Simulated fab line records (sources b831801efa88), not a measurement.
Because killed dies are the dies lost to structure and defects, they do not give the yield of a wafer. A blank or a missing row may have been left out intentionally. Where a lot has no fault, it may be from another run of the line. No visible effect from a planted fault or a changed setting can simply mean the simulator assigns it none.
Which of the tools did it?	flow sky130	12 lots with 36 wafers sampled at 3 steps, on a route of 708 steps

## WHAT THE GAUGES SHOWED, per wafer
SKY_RES_XHIGH_TW_MEAS_09. Usual: RES_XHIGH_TW typically reads 1650, with standard deviation 7.5.
lot	measured	on	RES_XHIGH_TW	flag
L236	day 27 09:19	film metro-03	1663 1641 1653	
L238	day 27 18:29	film metro-01	1647 1645 1648	
L240	day 28 20:44	film metro-03	1649 1652 1656	
L247	day 31 00:41	film metro-03	1650 1654 1640	
L248	day 31 09:29	film metro-03	1644 1643 1651	
L251	day 32 11:11	film metro-03	1643 1648 1644	
L249	day 32 12:35	film metro-03	1633 1646 1651	
L250	day 32 12:47	film metro-03	1642 1640 1642	
L252	day 33 18:17	film metro-03	1659 1655 1652	
L254	day 33 20:05	film metro-02	1657 1651 1662	
L257	day 34 19:24	film metro-01	1639 1636 1645	
L258	day 35 00:37	film metro-03	1651 1645 1651	

## WHAT TOOL EACH LOT RAN ON (gives the tool, then ch and the chambers of the sampled wafers, and finally the start)
lot	SKY_LDD_LDN_STRIP_12	SKY_POLY_CUT_ETCH_10
L236	plasma asher-04 ch 0,1, day 23 16:19	rie diel-02 ch 0,1,3, day 24 23:20
L238	plasma asher-04 ch 0,1, day 23 22:28	rie diel-01 ch 1,3, day 25 07:29
L240	plasma asher-03 ch 0,1, day 25 03:30	rie diel-04 ch 1,3, day 26 11:01
L247	plasma asher-03 ch 0,1, day 27 10:04	rie diel-04 ch 1,2,3, day 28 17:29
L248	plasma asher-04 ch 0,1, day 27 18:01	rie diel-02 ch 0,1,2, day 29 00:37
L251	plasma asher-03 ch 0,1, day 28 21:34	rie diel-02 ch 1,3, day 30 03:08
L249	plasma asher-04 ch 0,1, day 28 21:52	rie diel-04 ch 0,1,2, day 30 04:10
L250	plasma asher-03 ch 1, day 28 22:10	rie diel-02 ch 0,1,3, day 30 04:31
L252	plasma asher-01 ch 0,1, day 30 04:31	rie diel-01 ch 1,2, day 31 10:23
L254	plasma asher-04 ch 0,1, day 30 08:10	rie diel-04 ch 1,2, day 31 13:22
L257	plasma asher-04 ch 0,1, day 31 06:58	rie diel-02 ch 0,2,3, day 32 13:14
L258	plasma asher-03 ch 0,1, day 31 11:39	rie diel-04 ch 1,2,3, day 32 18:16
- SKY_LDD_LDN_STRIP_12: strips in O2/N2.
- SKY_POLY_CUT_ETCH_10: etches BARC in N2/H2, stops on SiO2, time 45.9 s, target depth 60 nm.

## AS READ BY THE TOOLS THEMSELVES (means over the sampled wafers that have a number; for cases with no such wafer, the mark the record gives instead)
SKY_LDD_LDN_STRIP_12. Usual: drypump motor current A 5.8 A, standard deviation 0.35; oes product au 0.715 a.u., standard deviation 0.0045; strip time to endpoint s 14.20 s, standard deviation 0.045.
lot	tool	drypump motor current A (A)	oes product au (a.u.)	strip time to endpoint s (s)	flag
L236	plasma asher-04	5.9	0.717	14.15	
L238	plasma asher-04	5.8	0.710	14.19	
L240	plasma asher-03	5.6	0.710	14.11	
L247	plasma asher-03	5.6	0.714	14.24	
L248	plasma asher-04	5.9	0.719	14.22	
L251	plasma asher-03	5.5	0.713	14.15	
L249	plasma asher-04	6.0	0.717	14.30	
L250	plasma asher-03	5.7	0.713	14.21	
L252	plasma asher-01	6.0	0.715	14.21	
L254	plasma asher-04	6.0	0.713	14.23	
L257	plasma asher-04	6.0	0.717	14.23	
L258	plasma asher-03	5.4	0.716	14.19	

SKY_POLY_CUT_ETCH_10. Usual: drypump motor current A 5.7 A, standard deviation 0.36; oes product au 0.855 a.u., standard deviation 0.0049; throttle valve pct 13.225 %, standard deviation 0.009.
lot	tool	drypump motor current A (A)	oes product au (a.u.)	throttle valve pct (%)	flag
L236	rie diel-02	6.0	0.859	13.222	
L238	rie diel-01	5.6	0.856	13.231	
L240	rie diel-04	5.5	0.852	13.227	
L247	rie diel-04	5.5	0.854	13.226	
L248	rie diel-02	5.8	0.851	13.227	
L251	rie diel-02	5.9	0.856	13.213	
L249	rie diel-04	5.7	0.857	13.223	
L250	rie diel-02	6.0	0.853	13.219	
L252	rie diel-01	5.7	0.855	13.232	
L254	rie diel-04	5.5	0.850	13.221	
L257	rie diel-02	5.9	0.856	13.222	
L258	rie diel-04	5.5	0.858	13.219	

## THE ANSWER, worked out from the rows above alone
Rule: lot off if the mean of its wafers having a number is beyond 3 standard deviations from the usual mean. Also off: a lot with no number at a reading for which 4 or more lots have one. All remaining lots with rows at the step are treated as sound. First the gauges in route order, then the tools' own readings, where a lot's mean is used as printed above. At the first step where some lot is off, the reading lying furthest off is the one used; lots without a number count as furthest.
None of the lots is off at any reading shown; this tells nothing.

## WHAT WAS PUT IN BY THE SIMULATOR
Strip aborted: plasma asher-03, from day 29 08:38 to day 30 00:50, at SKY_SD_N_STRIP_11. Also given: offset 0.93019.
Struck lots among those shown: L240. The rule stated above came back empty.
